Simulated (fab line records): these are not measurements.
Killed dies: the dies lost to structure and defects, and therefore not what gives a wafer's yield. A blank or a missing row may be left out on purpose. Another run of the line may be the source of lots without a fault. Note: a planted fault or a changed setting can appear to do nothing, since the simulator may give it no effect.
Chamber matching | flow gf180mcu | GF_STI_CMP_25 on cmp-02: 4 sister chambers
The step polishes, stops on Si3N4, t overpolish 33 s, target thk 524.6 nm. 7 wafers are shown with their chamber, then 7 later ones without.

## WAFERS PAIRED WITH THEIR CHAMBERS
wafer  | chamber | motorCurrentA (A) | edgeZonePressureFrac
L196.2 | 2       | 11.2              | 0.997
L209.1 | 1       | 10.2              | 0.996
L210.1 | 0       | 13.1              | 1.005
L210.3 | 3       | 13.2              | 1.006
L210.5 | 1       | 10.3              | 1.006
L212.1 | 0       | 12.7              | 0.999
L212.3 | 3       | 13.8              | 0.995

## WAFERS WITH NO CHAMBER GIVEN
wafer  | motorCurrentA (A) | edgeZonePressureFrac
L212.6 | 10.3              | 1.000
L213.1 | 12.0              | 1.000
L213.4 | 14.0              | 0.998
L213.6 | 12.7              | 0.996
L215.2 | 10.6              | 1.001
L215.3 | 12.0              | 0.996
L215.4 | 13.5              | 1.004

## CHAMBER TAKEN BY EACH
wafer  | from the rows above     | in truth
L212.6 | 1                       | 1
L213.1 | can't be placed: 2 or 0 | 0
L213.4 | 3                       | 3
L213.6 | can't be placed: 0 or 3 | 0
L215.2 | can't be placed: 1 or 2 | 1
L215.3 | can't be placed: 2 or 0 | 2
L215.4 | can't be placed: 3 or 0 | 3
2 of 7 placed correctly. These rows do not allow placing 5 (true chamber among the candidates in 5). Placed wrongly: 0.
How it was worked out, from the rows above alone: a wafer's distance from a chamber is the root of the sum, over the readings, of the square of ((its reading less the chamber's mean) divided by the reading's scatter). The wafer belongs to the nearest chamber; if the next one is less than 2 further off, it can't be placed. The mean given for a chamber averages the wafers shown for that chamber. The scatter is the square root of a quotient: the sum, over the shown wafers, of each reading's squared deviation from its chamber's mean, divided by wafers minus chambers.
